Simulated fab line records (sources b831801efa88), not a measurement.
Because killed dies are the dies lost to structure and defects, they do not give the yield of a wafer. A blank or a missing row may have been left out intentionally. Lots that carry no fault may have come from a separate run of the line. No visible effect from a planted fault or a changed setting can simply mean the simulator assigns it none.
A lot that was struck, set against a sound lot / flow sky130 / 43 steps out of a route of 708
Sound: these wafers, L915.1, L915.3, L915.4. Struck: wafer L927.3 (L927.2, L927.6, from the same lot, were not struck and are left out); the cause is given at the end.
For every step that has rows: the tool of each side, followed by ch and its chambers, followed by its first start. Under that, the readings that differ: sound wafers / struck wafers / difference of the means / sigmas: that difference in standard deviations of wafers without a fault.
alike: readings with means less than 2 such deviations apart, plus words and numbers identical on both sides. not compared: withheld readings, readings lacking a value on some wafer, bounds such as >300 that could conceal the same value, and numbers that have no deviation in the record and whose values overlap.
A row with sigmas, a row that says differs or no value, or rows on one side alone: a step with any of these is where the two part. When numbers do not overlap yet have no deviation, they are printed without sigmas and do not part them. Lack of a reading on every wafer of one side parts them only where that side has two or more wafers.

first, 1 step without rows for these wafers: SKY_GATE_OXIDE_OXIDATION_01 (stabilise 600 s, purge 300 s, target thk 10.268 nm).
SKY_GATE_OXIDE_THK_MEAS_02:
  sound on film-metro-03, day 14 06:07; struck on film-metro-01, day 18 08:43
  alike: GATE_OXIDE_OXIDATION_00_THK
then, 7 steps without rows for these wafers: SKY_GATE_OXIDE_DEHYDRATE_03 (time 60 s); SKY_GATE_OXIDE_HMDS_04 (prime time 60 s); SKY_GATE_OXIDE_COAT_05 (resist thk 1140 nm); SKY_GATE_OXIDE_SOFTBAKE_06 (time 60 s); SKY_GATE_OXIDE_EXPOSE_07 (exposes mask LVOM, target cd 600 nm); SKY_GATE_OXIDE_PEB_08; SKY_GATE_OXIDE_DEVELOP_09 (develop time 60 s).
SKY_GATE_OXIDE_OVL_MEAS_10:
  sound on overlay-01, day 15 08:09; struck on overlay-01, day 19 15:27
  alike: GATE_OXIDE_OVL
then, 2 steps without rows for these wafers: SKY_GATE_OXIDE_IMPLANT_11; SKY_GATE_OXIDE_WET_ETCH_12 (etches SiO2 in dHF, target depth 16.8 nm, time 336 s).
SKY_GATE_OXIDE_STRIP_13: strips in O2/N2.
  sound on plasma-asher-04 ch 0,1, day 15 08:26; struck on plasma-asher-01 ch 0, day 19 15:44
  alike: drypump-motor-current-A, o2-flow-sccm, oes-product-au, strip-time-to-endpoint-s
  not compared: rf-hours-counter-h
SKY_GATE_OXIDE_TW_MEAS_14:
  sound on film-metro-02, day 15 08:32; struck on film-metro-03, day 19 15:50
  alike: GATE_OXIDE_TW
then, 3 steps without rows for these wafers: SKY_GATE_OXIDE_CLEAN_15 (cleans in SC1/SC2, time 150 s); SKY_GATE_OXIDE_OXIDATION_16 (stabilise 600 s, purge 300 s, target thk 3.57 nm); SKY_POLY_GATE_CVD_00 (deposits poly-Si, target thk 180 nm, time 720 s).
SKY_POLY_GATE_THK_MEAS_01:
  sound on film-metro-02, day 15 12:16; struck on film-metro-04, day 19 18:44
  alike: POLY_GATE_CVD_00_THK
then, 8 steps without rows for these wafers: SKY_RES_PROTECT_DEHYDRATE_00 (time 60 s); SKY_RES_PROTECT_HMDS_01 (prime time 60 s); SKY_RES_PROTECT_COAT_02 (resist thk 1140 nm); SKY_RES_PROTECT_SOFTBAKE_03 (time 60 s); SKY_RES_PROTECT_EXPOSE_04 (exposes mask RPM, target cd 1270 nm); SKY_RES_PROTECT_PEB_05; SKY_RES_PROTECT_DEVELOP_06 (develop time 60 s); SKY_POLY_GATE_IMPLANT_02.
SKY_RES_PROTECT_STRIP_07: strips in O2/N2.
  sound on plasma-asher-01 ch 0,1, day 16 16:13; struck on plasma-asher-01 ch 1, day 21 01:11
  alike: drypump-motor-current-A, o2-flow-sccm, oes-product-au, strip-time-to-endpoint-s
  not compared: rf-hours-counter-h
SKY_RES_PROTECT_TW_MEAS_08:
  sound on film-metro-03, day 16 16:19; struck on film-metro-01, day 21 01:18
  alike: POLY_GATE_TW
then, 2 steps without rows for these wafers: SKY_RES_PROTECT_CLEAN_09 (cleans in SC1/SC2, time 150 s); SKY_POLY_GATE_CVD_03 (deposits Si3N4 from DCS/NH3, target thk 75 nm, time 1290 s).
SKY_POLY_GATE_THK_MEAS_04:
  sound on film-metro-02, day 16 17:47; struck on film-metro-04, day 21 03:02
  alike: POLY_GATE_CVD_03_THK
then, 8 steps without rows for these wafers: SKY_POLY_GATE_DEHYDRATE_05 (time 60 s); SKY_POLY_GATE_HMDS_06 (prime time 60 s); SKY_POLY_GATE_COAT_07 (resist thk 110 nm); SKY_POLY_GATE_COAT_08 (resist thk 450 nm); SKY_POLY_GATE_SOFTBAKE_09 (time 90 s); SKY_POLY_GATE_EXPOSE_10 (exposes mask P1M, target cd 150 nm); SKY_POLY_GATE_PEB_11; SKY_POLY_GATE_DEVELOP_12 (develop time 60 s).
SKY_POLY_GATE_CD_MEAS_13: the cd target is 150 nm.
  sound on cd-sem-02, day 17 22:36; struck on cd-sem-01, day 22 09:52
  alike: cd-nm
SKY_POLY_GATE_OVL_MEAS_14:
  sound on overlay-02, day 17 22:43; struck on overlay-02, day 22 09:58
  alike: POLY_GATE_OVL
SKY_POLY_GATE_ETCH_15: etches BARC in N2/H2, stops on SiO2, time 118.5 s, target depth 110 nm.
  sound on rie-diel-03 ch 1,2,3, day 17 22:46; struck on rie-diel-02 ch 0, day 22 10:00
reading=oes-product-au (a.u.); sound=0.716 0.729 0.714; struck=0.708; difference=-0.012; sigmas=-2
  alike: bias-w, drypump-motor-current-A, h2-flow-sccm, throttle-valve-pct
  not compared: rf-hours-counter-h
-- here the record skips 27 days between the struck wafers' starts before and after, leaving off in module POLY_GATE and picking up in module PAD_OPEN (first step shown: number 708 of the route) --
SKY_PAD_OPEN_PROBE_99:
  sound on prober-02, day 46 20:17; struck on prober-02, day 49 13:34
reading=hold; sound=- - -; struck=await-dispo/6.9h/release; difference=no value on the sound wafers; sigmas=
reading=killed-at-front-end; sound=11 6 17; struck=64; difference=+53; sigmas=+12
reading=killed-dies; sound=80 70 80; struck=135; difference=+58; sigmas=+6
  alike: killed_at_M0_to_M3, killed_at_M4_up, killed-at-contacts, killed-at-other, killed-open, killed-short

## WHERE THEY PART
Last at SKY_PAD_OPEN_PROBE_99 as far as this record goes, first at SKY_POLY_GATE_ETCH_15.

WHY: the cause the simulator had injected
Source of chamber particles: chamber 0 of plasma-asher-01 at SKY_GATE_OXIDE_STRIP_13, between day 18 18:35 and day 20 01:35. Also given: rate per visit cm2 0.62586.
